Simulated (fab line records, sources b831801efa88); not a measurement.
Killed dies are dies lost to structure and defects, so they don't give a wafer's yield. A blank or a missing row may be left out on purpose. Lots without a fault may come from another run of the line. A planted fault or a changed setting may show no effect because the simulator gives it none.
One fault seen from 2 desks | flow sky130 | each desk has only its own numbers; what lay behind them comes last

THE TOOL OWNER'S DESK: implanter-01
The tool's own readings at SKY_LDD_LDN_IMPLANT_08: means of the sampled wafers that have a number, for each lot that ran on this tool. A lot is out of limits, marked OUT, if its mean lies more than 4 standard deviations from the usual mean; the brackets give that distance.
Columns: A = beam_energy_keV at SKY_LDD_LDN_IMPLANT_08, usual 15.001
lot  | first seen here | A
L448 | day 23 05:34    | 15.005
L454 | day 25 15:14    | 14.993
L456 | day 26 04:41    | 15.000
L462 | day 28 04:52    | 15.000
L464 | day 28 10:49    | 21.488 (+99 or more) OUT
L465 | day 28 18:23    | 21.487 (+99 or more) OUT
This desk's finding: out of limits on L464, L465; first on L464, day 28 10:49 (beam_energy_keV at SKY_LDD_LDN_IMPLANT_08). In limits: L448, L454, L456, L462.

THE METROLOGY DESK
What the gauges read, lot by lot, whatever tool the lot ran on: means of the sampled wafers that have a number. A lot is out of limits, marked OUT, if its mean lies more than 4 standard deviations from the usual mean; the brackets give that distance.
Columns: A = cd_nm at SKY_POLY_GATE_CD_MEAS_13, usual 149.8 nm; B = POLY_GATE_OVL at SKY_POLY_GATE_OVL_MEAS_14, usual 2 nm; C = LDD_HVN_OVL at SKY_LDD_HVN_OVL_MEAS_07, usual 0.0 nm; D = LDD_LDN_TW at SKY_LDD_LDN_TW_MEAS_13, usual 1460
lot  | first seen here | A     | B  | C    | D
L448 | day 16 16:13    | 149.1 | -0 | 1.8  | 1461
L449 | day 16 20:28    | 148.8 | 7  | -0.0 | 1486
L450 | day 17 04:56    | 149.6 | 3  | -0.7 | 1463
L451 | day 17 16:54    | 154.3 | 1  | -1.0 | 1452
L453 | day 19 00:35    | 149.8 | -2 | -1.0 | 1456
L454 | day 19 00:39    | 151.5 | 3  | 0.6  | 1444
L455 | day 19 10:46    | 149.6 | 4  | -1.2 | 1463
L456 | day 19 16:44    | 151.5 | 5  | 0.2  | 1477
L459 | day 20 16:06    | 150.4 | -4 | 1.5  | 1446
L462 | day 21 19:15    | 148.9 | -3 | -0.4 | 1457
L464 | day 22 05:47    | 148.9 | 1  | 1.8  | 1504 (+4.0) OUT
L465 | day 22 11:20    | 148.4 | 0  | 0.7  | 1502
L466 | day 23 02:38    | 149.0 | 7  | -1.1 | 1466
This desk's finding: out of limits on L464; first on L464, day 28 11:29 (LDD_LDN_TW at SKY_LDD_LDN_TW_MEAS_13). In limits: L448, L449, L450, L451, L453, L454, L455, L456, L459, L462, L465, L466.

PUT TOGETHER
The tool owner's desk could have raised an alarm at day 28 10:49, on L464, L465.
The metrology desk could have raised an alarm at day 28 11:29, on L464.
The metrology desk has L465 on record, within its limits.
Of the lots named, all ran SKY_LDD_LDN_IMPLANT_08 on implanter-01.

WHAT THE SIMULATOR HAD PUT IN
Process parameter drift: implanter-01, from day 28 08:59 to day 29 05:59, at SKY_LDD_LDN_IMPLANT_08. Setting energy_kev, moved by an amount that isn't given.
Lots struck among those shown: L464, L465.
Hours from the fault's start to each desk's first reading out of limits: the tool owner's desk, 2; the metrology desk, 3.
